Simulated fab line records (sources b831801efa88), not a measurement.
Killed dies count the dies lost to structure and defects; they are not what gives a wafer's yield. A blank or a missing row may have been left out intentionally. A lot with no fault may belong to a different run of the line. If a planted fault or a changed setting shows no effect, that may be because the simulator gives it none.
Which tool is to blame? + flow gf180mcu + 12 lots with 34 wafers sampled at 2 steps, on a route of 602 steps

WHAT THE GAUGES READ, wafer by wafer
GF_HV_LDD_CD_MEAS_19 targets a cd of 400 nm. Usual: 399.7 nm for cd nm, sd 1.8.
| lot  | measured     | on        | cd nm (nm)        | flag |
|------|--------------|-----------|-------------------|------|
| L523 | day 11 02:21 | cd sem-01 | 401.8 399.4 399.0 |      |
| L524 | day 11 07:55 | cd sem-01 | 401.2 401.0 400.3 |      |
| L528 | day 12 16:26 | cd sem-02 | 399.4 400.8 400.0 |      |
| L527 | day 12 16:47 | cd sem-01 | 400.4 399.4 402.4 |      |
| L529 | day 12 20:30 | cd sem-01 | 400.6 401.7 401.1 |      |
| L535 | day 14 23:02 | cd sem-01 | 401.5 397.4       |      |
| L537 | day 15 12:38 | cd sem-01 | 399.5 397.6       |      |
| L538 | day 15 23:10 | cd sem-01 | 402.2 401.0 403.1 |      |
| L539 | day 16 03:49 | cd sem-01 | 394.7 397.7 395.6 |      |
| L542 | day 17 01:04 | cd sem-02 | 399.7 401.7 402.6 |      |
| L544 | day 17 21:26 | cd sem-01 | 399.4 400.5 399.2 |      |
| L546 | day 18 08:10 | cd sem-01 | 399.4 399.4 400.4 |      |

EACH LOT AND THE TOOL THAT RAN IT (in order: tool; ch and the chambers of the sampled wafers; start)
| lot  | GF_HV_LDD_STRIP_10                   |
|------|--------------------------------------|
| L523 | plasma asher-03 ch 0,1, day 10 07:56 |
| L524 | plasma asher-03 ch 0,1, day 10 13:45 |
| L528 | plasma asher-03 ch 0,1, day 11 20:36 |
| L527 | plasma asher-02 ch 0,1, day 11 20:56 |
| L529 | plasma asher-01 ch 0,1, day 12 00:11 |
| L535 | plasma asher-03 ch 0,1, day 14 01:27 |
| L537 | plasma asher-01 ch 1, day 14 13:54   |
| L538 | plasma asher-02 ch 0,1, day 15 00:15 |
| L539 | plasma asher-01 ch 1, day 15 04:47   |
| L542 | plasma asher-03 ch 0,1, day 16 02:08 |
| L544 | plasma asher-03 ch 0,1, day 16 22:08 |
| L546 | plasma asher-01 ch 0, day 17 08:54   |
- GF_HV_LDD_STRIP_10: strips in O2/N2.

AS READ BY THE TOOLS THEMSELVES (means over the sampled wafers that have a number; for cases with no such wafer, the mark the record gives instead)
GF_HV_LDD_STRIP_10. Usual: drypump motor current A 5.8 A, standard deviation 0.51; heater power w 349 W, standard deviation 52; oes product au 0.716 a.u., standard deviation 0.0046; strip time to endpoint s 12.63 s, standard deviation 0.037.
| lot  | tool            | drypump motor current A (A) | heater power w (W) | oes product au (a.u.) | strip time to endpoint s (s) | flag |
|------|-----------------|-----------------------------|--------------------|-----------------------|------------------------------|------|
| L523 | plasma asher-03 | 5.8                         | 327                | 0.715                 | 12.64                        |      |
| L524 | plasma asher-03 | 5.8                         | 333                | 0.718                 | 12.64                        |      |
| L528 | plasma asher-03 | 5.8                         | 308                | 0.712                 | 12.65                        |      |
| L527 | plasma asher-02 | 6.4                         | 381                | 0.717                 | 12.65                        |      |
| L529 | plasma asher-01 | 5.5                         | 379                | 0.717                 | 12.63                        |      |
| L535 | plasma asher-03 | 5.8                         | 322                | 0.712                 | 12.54                        |      |
| L537 | plasma asher-01 | 5.8                         | 428                | 0.714                 | 12.62                        |      |
| L538 | plasma asher-02 | 6.2                         | 362                | 0.717                 | 12.63                        |      |
| L539 | plasma asher-01 | 5.8                         | 431                | 0.716                 | 12.63                        |      |
| L542 | plasma asher-03 | 5.8                         | 333                | 0.718                 | 12.62                        |      |
| L544 | plasma asher-03 | 5.8                         | 332                | 0.718                 | 12.58                        |      |
| L546 | plasma asher-01 | 4.9                         | 289                | 0.717                 | 12.69                        |      |

THE ANSWER, worked out from the rows above alone
Rule: lot off if the mean of its wafers having a number is beyond 3 standard deviations from the usual mean. A lot without any number at a reading at which 4 lots or more have one is off too. Where the step has rows for the other lots, those lots are counted as sound. The gauges are gone through in route order, then the tools' own readings, and for those a lot's mean is taken as printed above. The first step at which some lot is off is used, and at that step the reading that is off furthest; a lot without a number counts as furthest.
Nothing can be told from this: no lot is off at any reading shown.

WHAT THE SIMULATOR HAD PUT IN
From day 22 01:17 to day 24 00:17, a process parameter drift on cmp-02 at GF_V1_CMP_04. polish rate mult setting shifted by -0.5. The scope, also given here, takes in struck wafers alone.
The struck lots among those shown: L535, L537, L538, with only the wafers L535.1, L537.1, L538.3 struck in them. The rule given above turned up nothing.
